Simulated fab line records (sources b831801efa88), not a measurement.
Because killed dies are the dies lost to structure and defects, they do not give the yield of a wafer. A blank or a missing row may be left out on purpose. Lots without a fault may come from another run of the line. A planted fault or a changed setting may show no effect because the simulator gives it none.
Which tool is to blame? ; flow sky130 ; Sampling: 13 lots, 39 wafers, 4 of 708 route steps

== WHAT THE GAUGES SHOWED, per wafer ==
SKY_VT_ADJUST_LVTN_OVL_MEAS_07.
lot;measured;on;VT_ADJUST_LVTN_OVL (nm)
L404;day 7 06:32;overlay-02;-0.9 -1.9 -0.2
L405;day 7 08:44;overlay-01;0.2 -1.4 -1.7
L406;day 7 12:51;overlay-02;1.3 1.1 2.6
L407;day 8 00:47;overlay-01;-0.2 1.3 -0.2
L408;day 8 04:35;overlay-02;0.1 -0.4 -0.3
L414;day 9 20:35;overlay-02;0.8 0.3 2.1
L415;day 10 04:31;overlay-01;0.5 -0.6 1.5
L416;day 10 11:43;overlay-02;0.1 -1.6 -1.8
L419;day 11 05:29;overlay-02;1.1 -0.1 0.4
L421;day 11 23:50;overlay-02;0.0 0.7 -1.4
L422;day 12 02:31;overlay-02;-0.7 0.8 1.1
L425;day 13 01:35;overlay-02;0.5 -0.1 -2.0
L426;day 13 05:52;overlay-02;-0.3 1.5 0.5

SKY_VT_ADJUST_LVTN_TW_MEAS_21.
lot;measured;on;VT_ADJUST_LVTN_2_TW
L404;day 8 02:41;film metro-02;186.6 187.5 187.3
L405;day 8 05:23;film metro-01;188.5 190.1 189.1
L406;day 8 09:00;film metro-02;188.0 187.6 187.7
L407;day 8 21:19;film metro-01;188.8 190.1 189.0
L408;day 9 01:14;film metro-01;187.5 189.3 188.1
L414;day 10 19:37;film metro-04;187.0 186.7 187.5
L415;day 11 03:01;film metro-04;187.7 187.8 187.7
L416;day 11 10:28;film metro-01;189.7 190.0 189.7
L419;day 12 04:55;film metro-04;187.6 187.6 186.9
L421;day 13 00:03;film metro-04;185.9 186.5 185.5
L422;day 13 04:01;film metro-02;187.1 187.6 187.4
L425;day 14 03:43;film metro-04;188.7 188.4 189.0
L426;day 14 08:10;film metro-01;191.5 190.7 190.6

== TOOL THAT RAN EACH LOT (tool first, then ch and the chambers of the sampled wafers, then the start) ==
lot;SKY_PWDE_STRIP_09;SKY_VT_ADJUST_HVTP_STRIP_10
L404;plasma asher-03 ch 0,1, day 4 03:41;plasma asher-02 ch 0,1, day 6 11:14
L405;plasma asher-01 ch 1, day 4 04:52;plasma asher-02 ch 0, day 6 13:14
L406;plasma asher-01 ch 0,1, day 4 09:52;plasma asher-01 ch 0,1, day 6 17:16
L407;plasma asher-04 ch 0,1, day 4 20:18;plasma asher-02 ch 0,1, day 7 05:08
L408;plasma asher-01 ch 0,1, day 4 23:10;plasma asher-02 ch 0,1, day 7 08:34
L414;plasma asher-01 ch 0,1, day 6 09:50;plasma asher-02 ch 0,1, day 8 23:14
L415;plasma asher-04 ch 0,1, day 6 15:52;plasma asher-02 ch 0,1, day 9 06:07
L416;plasma asher-04 ch 0,1, day 6 21:53;plasma asher-02 ch 0,1, day 9 12:23
L419;plasma asher-01 ch 0,1, day 7 14:19;plasma asher-03 ch 0,1, day 10 07:01
L421;plasma asher-01 ch 0, day 8 04:58;plasma asher-01 ch 0, day 11 00:17
L422;plasma asher-03 ch 0,1, day 8 07:31;plasma asher-01 ch 0,1, day 11 03:31
L425;plasma asher-04 ch 0,1, day 9 02:59;plasma asher-02 ch 0,1, day 12 01:07
L426;plasma asher-04 ch 0,1, day 9 07:43;plasma asher-02 ch 0,1, day 12 05:08
- SKY_PWDE_STRIP_09: strips in O2/N2.
- SKY_VT_ADJUST_HVTP_STRIP_10: strips in O2/N2.

== WHAT THE TOOLS THEMSELVES READ (means of the sampled wafers that have a number; where no wafer has one, the mark that the record gives instead) ==
SKY_PWDE_STRIP_09.
lot;tool;chamber pressure mTorr (mTorr);drypump motor current A (A);oes product au (a.u.);strip time to endpoint s (s)
L404;plasma asher-03;1499.9;5.7;0.721;36.55
L405;plasma asher-01;1501.9;6.2;0.722;36.44
L406;plasma asher-01;1498.9;5.7;0.726;36.39
L407;plasma asher-04;1500.9;5.8;0.723;36.42
L408;plasma asher-01;1499.8;6.0;0.719;36.51
L414;plasma asher-01;1499.0;6.0;0.720;36.27
L415;plasma asher-04;1501.3;6.0;0.723;36.48
L416;plasma asher-04;1498.3;6.0;0.721;36.40
L419;plasma asher-01;1499.2;6.0;0.720;36.38
L421;plasma asher-01;1499.1;5.4;0.724;36.35
L422;plasma asher-03;1500.1;5.7;0.724;36.49
L425;plasma asher-04;1499.4;5.9;0.720;36.42
L426;plasma asher-04;1502.3;5.8;0.728;36.55

SKY_VT_ADJUST_HVTP_STRIP_10.
lot;tool;chamber pressure mTorr (mTorr);drypump motor current A (A);oes product au (a.u.);strip time to endpoint s (s)
L404;plasma asher-02;1498.5;5.38;0.711;14.15
L405;plasma asher-02;1499.7;5.29;0.712;14.15
L406;plasma asher-01;1500.2;5.94;0.715;14.18
L407;plasma asher-02;1499.9;5.38;0.715;14.21
L408;plasma asher-02;1500.4;5.37;0.717;14.22
L414;plasma asher-02;1200.0;5.39;0.679;15.37
L415;plasma asher-02;1201.1;5.34;0.677;15.32
L416;plasma asher-02;1199.7;5.36;0.683;15.38
L419;plasma asher-03;1499.7;5.67;0.715;14.16
L421;plasma asher-01;1499.0;5.44;0.715;14.24
L422;plasma asher-01;1500.0;5.99;0.714;14.22
L425;plasma asher-02;1499.6;5.38;0.714;14.14
L426;plasma asher-02;1500.4;5.35;0.717;14.17

== THE ANSWER, worked out from the rows above alone ==
Rule: what is usual is taken from the lots themselves. The widest of any qualifying gaps counts: lots, ordered by their means at a reading, are off when they make up no more than a third of the lots, leave a main group of 4 or more, and stand apart from it by 3 or more times the standard deviation of that group's means. If all means in a main group match to the digits the tables above print for the reading, that group is not used. Also off: a lot with no number at a reading for which 4 or more lots have one. The other lots that the step has rows for count as sound. After the gauges, taken in route order, come the tools' own readings; for these a lot's mean is taken, as printed above. At the first step where some lot is off, the reading lying furthest off is the one used; lots without a number count as furthest.
Off: L414, L415, L416, at SKY_VT_ADJUST_HVTP_STRIP_10 (chamber pressure mTorr). The main group has a mean of 1499.7 mTorr with a standard deviation of 0.57.
A tool fits if, at that step or a process step before it, it ran every lot that is off, and no sound lot after the first of them. No candidate that was tried fits.

== WHAT HAD BEEN PUT IN BY THE SIMULATOR ==
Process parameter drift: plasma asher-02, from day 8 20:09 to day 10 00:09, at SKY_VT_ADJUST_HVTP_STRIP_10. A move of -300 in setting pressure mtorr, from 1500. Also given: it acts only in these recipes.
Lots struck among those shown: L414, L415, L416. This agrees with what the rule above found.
